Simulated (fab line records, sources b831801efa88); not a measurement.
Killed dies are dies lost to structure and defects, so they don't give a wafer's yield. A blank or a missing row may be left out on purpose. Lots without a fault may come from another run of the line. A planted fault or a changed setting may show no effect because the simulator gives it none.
Chamber matching | flow sky130 | SKY_FIELD_ISO_ETCH_17 on rie_si-01: 4 sister chambers
The step etches Si in HBr/Cl2/O2, target depth 342 nm, time 97.7 s. 4 wafers are shown with their chamber, then 8 later ones without.

WAFERS WITH THEIR CHAMBER
wafer  | chamber | drypump_motor_current_A (A)
L645.2 | 2       | 5.6
L645.4 | 0       | 5.4
L645.6 | 3       | 6.2
L646.2 | 1       | 5.7

WAFERS WITHOUT THEIR CHAMBER
wafer  | drypump_motor_current_A (A)
L646.3 | 6.1
L646.4 | 5.5
L649.2 | 5.5
L649.3 | 5.4
L649.4 | 5.5
L650.1 | 5.7
L650.3 | 5.4
L650.4 | 5.7

WHICH CHAMBER EACH WENT THROUGH
wafer  | from the rows above          | in truth
L646.3 | 3                            | 3
L646.4 | can't be placed: 0 or 2 or 1 | 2
L649.2 | can't be placed: 0 or 2 or 1 | 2
L649.3 | 0                            | 0
L649.4 | can't be placed: 0 or 2 or 1 | 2
L650.1 | can't be placed: 1 or 2      | 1
L650.3 | 0                            | 0
L650.4 | can't be placed: 1 or 2      | 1
Placed correctly: 3 of 8. Can't be placed from these rows: 5 (the true chamber is among the candidates in 5). Placed wrongly: 0.
How it was worked out, from the rows above alone: a wafer's distance from a chamber is the root of the sum, over the readings, of the square of ((its reading less the chamber's mean) divided by the reading's scatter). The wafer belongs to the nearest chamber; if the next one is less than 2 further off, it can't be placed. A chamber's mean is the mean of its shown wafers. The scatter: with one shown wafer a chamber, the root of the mean of the squares of how far each hidden wafer lies from its nearest shown one.
